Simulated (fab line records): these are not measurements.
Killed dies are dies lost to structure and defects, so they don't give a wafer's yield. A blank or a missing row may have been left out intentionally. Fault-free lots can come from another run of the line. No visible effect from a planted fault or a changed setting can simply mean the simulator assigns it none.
Which tool did it? | flow gf180mcu | 7 lots, 21 wafers sampled, at 2 steps of a route of 602

== WHAT EACH GAUGE READ, for each wafer ==
GF_HV_LDD_CD_MEAS_07: the cd target is 400 nm.
lot  | measured     | on        | cd_nm (nm)
L465 | day 10 07:20 | cd_sem-01 | 400.2 400.8 400.2
L468 | day 11 03:40 | cd_sem-02 | 401.0 400.4 400.9
L470 | day 11 21:26 | cd_sem-01 | 398.9 399.2 399.5
L478 | day 14 09:10 | cd_sem-01 | 375.1 373.6 372.1
L480 | day 15 07:49 | cd_sem-01 | 400.2 398.5 400.7
L483 | day 15 21:25 | cd_sem-02 | 395.9 397.7 398.2
L487 | day 17 02:49 | cd_sem-02 | 400.7 398.4 400.1

== TOOL THAT RAN EACH LOT (tool first, then ch and the chambers of the sampled wafers, then the start) ==
lot  | GF_HV_LDD_DEVELOP_06
L465 | litho_track-04 ch 0, day 10 07:12
L468 | litho_track-03 ch 0, day 11 03:31
L470 | litho_track-04 ch 0, day 11 21:18
L478 | litho_track-03 ch 0, day 14 09:01
L480 | litho_track-02 ch 0, day 15 07:40
L483 | litho_track-02 ch 0, day 15 21:16
L487 | litho_track-04 ch 0, day 17 02:40
- GF_HV_LDD_DEVELOP_06: develop time 60 s.

== THE ANSWER, worked out from the rows above alone ==
Rule: usual is defined by the lots themselves. Put in order of their means at a reading, lots are off if they are a third of the lots or fewer, leave a main group of 4 or more, and stand apart from it by a gap of 3 or more times the standard deviation of the main group's means; of several such gaps the widest counts. A main group whose means are all the same, to the digits that the tables above print for the reading, isn't used. Also off: a lot with no number at a reading for which 4 or more lots have one. Any other lot the step has rows for is counted as sound.
Off, at GF_HV_LDD_CD_MEAS_07 on cd_nm: L478. The main group: mean 399.5 nm, standard deviation 1.1.
If a tool, at a process step before that reading, ran all the lots that are off and no sound lot after the first of them, it fits. Gauges at GF_HV_LDD_CD_MEAS_07: tried the same way as those tools. One fits: litho_track-03 at GF_HV_LDD_DEVELOP_06. A fault onset in the window from L468 (day 11 03:31, its last sound lot) to L478 (day 14 09:01, its first lot off) fits.

== WHAT THE SIMULATOR PUT IN ==
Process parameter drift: litho_track-03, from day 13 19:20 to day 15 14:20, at GF_HV_LDD_DEVELOP_06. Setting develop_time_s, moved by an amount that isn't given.
Struck lots among those shown: L478. The same result came from the rule above.
